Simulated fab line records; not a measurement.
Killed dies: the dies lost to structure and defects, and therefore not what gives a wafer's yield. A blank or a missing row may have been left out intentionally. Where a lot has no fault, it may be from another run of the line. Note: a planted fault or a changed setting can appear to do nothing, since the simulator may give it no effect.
Struck lot and sound lot, side by side || flow sky130 || 15 steps out of a route of 708
Sound: these wafers, L103.2, L103.3, L103.5. Wafers L101.1, L101.3, L101.6 were the ones struck. The cause comes at the end.
Each step with rows lists, per side, the tool, then ch with its chambers, then its first start. Under that, the readings that differ: sound wafers || struck wafers || difference of the means || sigmas: that difference in standard deviations of wafers without a fault.
alike: a reading whose means differ by less than 2 such deviations, as well as words and numbers matching on both sides. not compared: withheld readings; readings where some wafer has no value; bounds like >300 that might hide an equal value; numbers whose values overlap and for which the record gives no deviation.
A row with sigmas, a row that says differs or no value, or rows on one side alone: a step with any of these is where the two part. Non-overlapping numbers with no deviation appear without sigmas and do not part them. A reading missing from all wafers of one side parts the sides only when that side holds two or more wafers.

first, 2 steps without rows for these wafers: SKY_LDD_HVN_PEB_05; SKY_LDD_HVN_DEVELOP_06 (develop time 60 s).
SKY_LDD_HVN_OVL_MEAS_07:
  sound on overlay-01 at day 21 18:28; struck on overlay-02 at day 21 06:52
  alike: LDD_HVN_OVL
following that, these wafers have no rows for 1 step: SKY_LDD_HVN_IMPLANT_08.
SKY_LDD_HVN_STRIP_09: strips in O2/N2.
  sound on plasma_asher-01 ch 0,1, day 21 18:39; struck on plasma_asher-04 ch 0,1, day 21 07:02
  alike: drypump_motor_current_A, oes_product_au, strip_time_to_endpoint_s
  not compared: rf_hours_counter_h
SKY_LDD_HVN_TW_MEAS_10:
  sound on film_metro-02 at day 21 18:46; struck on film_metro-04 at day 21 07:08
  alike: LDD_HVN_TW
then, 6 steps without rows for these wafers: SKY_LDD_HVP_DEHYDRATE_00 (time 60 s); SKY_LDD_HVP_HMDS_01 (prime time 60 s); SKY_LDD_HVP_COAT_02 (resist thk 300 nm); SKY_LDD_HVP_SOFTBAKE_03 (time 60 s); SKY_LDD_HVP_EXPOSE_04 (exposes mask HVPTM, target cd 700 nm); SKY_LDD_HVP_PEB_05.
SKY_LDD_HVP_DEVELOP_06: develop time 60 s.
  sound on litho_track-03 ch 0, day 22 23:43; struck on litho_track-04 ch 0, day 22 12:55
{"reading": "developer_temp_C (C)", "sound": "23.13 23.19 23.23", "struck": "24.07 23.87 23.94", "difference": "+0.78", "sigmas": "+6"}
SKY_LDD_HVP_OVL_MEAS_07:
  sound on overlay-02 at day 22 23:50; struck on overlay-01 at day 22 13:04
  alike: LDD_HVP_OVL
-- a jump in the record: the struck wafers' starts before and after are 24 days apart (it breaks off in module LDD_HVP and resumes in module PAD_OPEN, where the first step shown is number 708 of the route) --
SKY_PAD_OPEN_PROBE_99:
  sound on prober-01 at day 46 18:58; struck on prober-01 at day 46 10:19
  alike: killed_at_M0_to_M3, killed_at_M4_up, killed_at_contacts, killed_at_front_end, killed_at_other, killed_dies, killed_open, killed_short

WHERE THEY PART
Only at SKY_LDD_HVP_DEVELOP_06, within this record. Later steps at which nothing parts them and some readings are alike: SKY_LDD_HVP_OVL_MEAS_07, SKY_PAD_OPEN_PROBE_99.

WHY: the cause the simulator had injected
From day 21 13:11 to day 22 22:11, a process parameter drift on litho_track-04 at SKY_LDD_HVP_DEVELOP_06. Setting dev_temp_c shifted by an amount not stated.
